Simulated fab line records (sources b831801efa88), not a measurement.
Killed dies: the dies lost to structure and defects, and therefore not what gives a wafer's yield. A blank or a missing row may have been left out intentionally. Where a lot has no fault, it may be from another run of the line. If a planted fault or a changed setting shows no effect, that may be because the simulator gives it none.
Shared-tool check :: flow gf180mcu :: Lots sampled 13, wafers sampled 39

THE REASON FOR OPENING IT
At GF_V4_CD_MEAS_14 the reading cd_nm is flagged on 2 of 13 lots. Wafers without a fault read 260.2 nm, standard deviation 1.2.
Rule: flag the lot when none of its wafers has a number, or when each of its wafers that has one lies beyond 4 standard deviations from that mean. All remaining lots are regarded as sound.

lot: L594
measured: day 24 08:16
on: cd_sem-01
cd_nm (nm), wafer by wafer: 259.7 259.7 259.9
flag: 

lot: L595
measured: day 24 17:48
on: cd_sem-01
cd_nm (nm), wafer by wafer: 262.2 260.8 261.5
flag: 

lot: L596
measured: day 25 08:01
on: cd_sem-02
cd_nm (nm), wafer by wafer: 259.0 260.5 260.1
flag: 

lot: L599
measured: day 26 11:01
on: cd_sem-02
cd_nm (nm), wafer by wafer: 260.9 262.8 261.9
flag: 

lot: L600
measured: day 26 18:59
on: cd_sem-01
cd_nm (nm), wafer by wafer: 259.9 257.9 259.4
flag: 

lot: L601
measured: day 27 00:31
on: cd_sem-02
cd_nm (nm), wafer by wafer: 261.8 262.2 262.3
flag: 

lot: L604
measured: day 27 20:56
on: cd_sem-02
cd_nm (nm), wafer by wafer: 258.9 260.3 260.6
flag: 

lot: L606
measured: day 28 15:41
on: cd_sem-01
cd_nm (nm), wafer by wafer: 266.4 266.1 267.5
flag: FLAGGED

lot: L607
measured: day 28 19:00
on: cd_sem-02
cd_nm (nm), wafer by wafer: 269.3 268.6 268.3
flag: FLAGGED

lot: L608
measured: day 28 23:58
on: cd_sem-01
cd_nm (nm), wafer by wafer: 259.1 259.0 259.9
flag: 

lot: L610
measured: day 29 15:18
on: cd_sem-02
cd_nm (nm), wafer by wafer: 260.9 261.0 258.3
flag: 

lot: L616
measured: day 30 23:35
on: cd_sem-02
cd_nm (nm), wafer by wafer: 259.9 260.6 260.7
flag: 

lot: L617
measured: day 31 09:40
on: cd_sem-02
cd_nm (nm), wafer by wafer: 261.9 261.0 262.2
flag: 
On average the flagged lots' numbers are 267.7 nm, which is +7.5 nm against the usual, or +6 standard deviations.

EACH LOT AND THE TOOL IT RAN ON
The record holds 2 process steps before the reading, out of a route of 602 steps. In each cell: the tool, then ch and the chambers that the sampled wafers went through, then the start.
lot: L594
flag: 
GF_V4_CVD_02: pecvd-04 ch 0,1,2, day 23 10:01
GF_V4_EXPOSE_11: krf_scanner-01 ch 0, day 23 21:43

lot: L595
flag: 
GF_V4_CVD_02: pecvd-03 ch 0,2, day 23 19:32
GF_V4_EXPOSE_11: krf_scanner-01 ch 0, day 24 07:36

lot: L596
flag: 
GF_V4_CVD_02: pecvd-04 ch 1,2, day 24 09:28
GF_V4_EXPOSE_11: krf_scanner-02 ch 0, day 24 21:16

lot: L599
flag: 
GF_V4_CVD_02: pecvd-02 ch 0,1, day 25 12:52
GF_V4_EXPOSE_11: krf_scanner-01 ch 0, day 26 00:13

lot: L600
flag: 
GF_V4_CVD_02: pecvd-04 ch 0,2, day 25 21:57
GF_V4_EXPOSE_11: krf_scanner-01 ch 0, day 26 09:02

lot: L601
flag: 
GF_V4_CVD_02: pecvd-03 ch 0,1,2, day 26 02:58
GF_V4_EXPOSE_11: krf_scanner-02 ch 0, day 26 14:01

lot: L604
flag: 
GF_V4_CVD_02: pecvd-03 ch 0,2, day 26 23:38
GF_V4_EXPOSE_11: krf_scanner-02 ch 0, day 27 10:37

lot: L606
flag: FLAGGED
GF_V4_CVD_02: pecvd-03 ch 1,2, day 27 19:55
GF_V4_EXPOSE_11: krf_scanner-02 ch 0, day 28 06:15

lot: L607
flag: FLAGGED
GF_V4_CVD_02: pecvd-02 ch 0,2, day 27 22:44
GF_V4_EXPOSE_11: krf_scanner-02 ch 0, day 28 09:18

lot: L608
flag: 
GF_V4_CVD_02: pecvd-03 ch 0,1, day 28 03:43
GF_V4_EXPOSE_11: krf_scanner-01 ch 0, day 28 14:32

lot: L610
flag: 
GF_V4_CVD_02: pecvd-02 ch 0,2, day 28 19:23
GF_V4_EXPOSE_11: krf_scanner-01 ch 0, day 29 05:56

lot: L616
flag: 
GF_V4_CVD_02: pecvd-04 ch 1,2, day 30 04:46
GF_V4_EXPOSE_11: krf_scanner-01 ch 0, day 30 14:44

lot: L617
flag: 
GF_V4_CVD_02: pecvd-03 ch 1,2, day 30 14:53
GF_V4_EXPOSE_11: krf_scanner-01 ch 0, day 31 00:40
What is done by these steps:
- GF_V4_CVD_02: deposits SiO2 from TEOS, target thk 850 nm, time 94.851 s.
- GF_V4_EXPOSE_11: exposes mask Via4, target cd 260 nm.
- GF_V4_CD_MEAS_14: target cd 260 nm.

FLAGGED OVER TOTAL, TOOL BY TOOL (the gauges that took the reading come last)
step: GF_V4_CVD_02
tool: pecvd-02
lots run: 3
flagged: 1
share of the flagged lots: some
sound lots run after its first flagged lot: 1 (L610)

step: GF_V4_CVD_02
tool: pecvd-03
lots run: 6
flagged: 1
share of the flagged lots: some
sound lots run after its first flagged lot: 2 (L608,L617)

step: GF_V4_CVD_02
tool: pecvd-04
lots run: 4
flagged: 0
share of the flagged lots: none
sound lots run after its first flagged lot: -

step: GF_V4_EXPOSE_11
tool: krf_scanner-01
lots run: 8
flagged: 0
share of the flagged lots: none
sound lots run after its first flagged lot: -

step: GF_V4_EXPOSE_11
tool: krf_scanner-02
lots run: 5
flagged: 2
share of the flagged lots: all
sound lots run after its first flagged lot: 0

step: GF_V4_CD_MEAS_14
tool: cd_sem-01
lots run: 5
flagged: 1
share of the flagged lots: some
sound lots run after its first flagged lot: 1 (L608)

step: GF_V4_CD_MEAS_14
tool: cd_sem-02
lots run: 8
flagged: 1
share of the flagged lots: some
sound lots run after its first flagged lot: 3 (L610,L616,L617)

WHAT THE TABLE PERMITS
In the table, 1 row covers all flagged lots: krf_scanner-02 at GF_V4_EXPOSE_11.
- krf_scanner-02 at GF_V4_EXPOSE_11: 2 of its 5 lots flagged. A fault beginning between L604 (day 27 10:37), its last sound lot, and L606 (day 28 06:15), its first flagged one, fits the data. Its own readings lie more than 4 standard deviations out on every wafer of the flagged lots: exposure_dose_mJ_cm2.
krf_scanner-02 at GF_V4_EXPOSE_11 is the single tool remaining.

WHAT WAS PUT IN BY THE SIMULATOR
Process parameters drifting: krf_scanner-02 at GF_V4_EXPOSE_11, beginning at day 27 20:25. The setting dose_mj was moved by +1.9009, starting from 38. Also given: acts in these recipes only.
Struck lots among those shown: L606, L607. The rule given above showed the same thing.
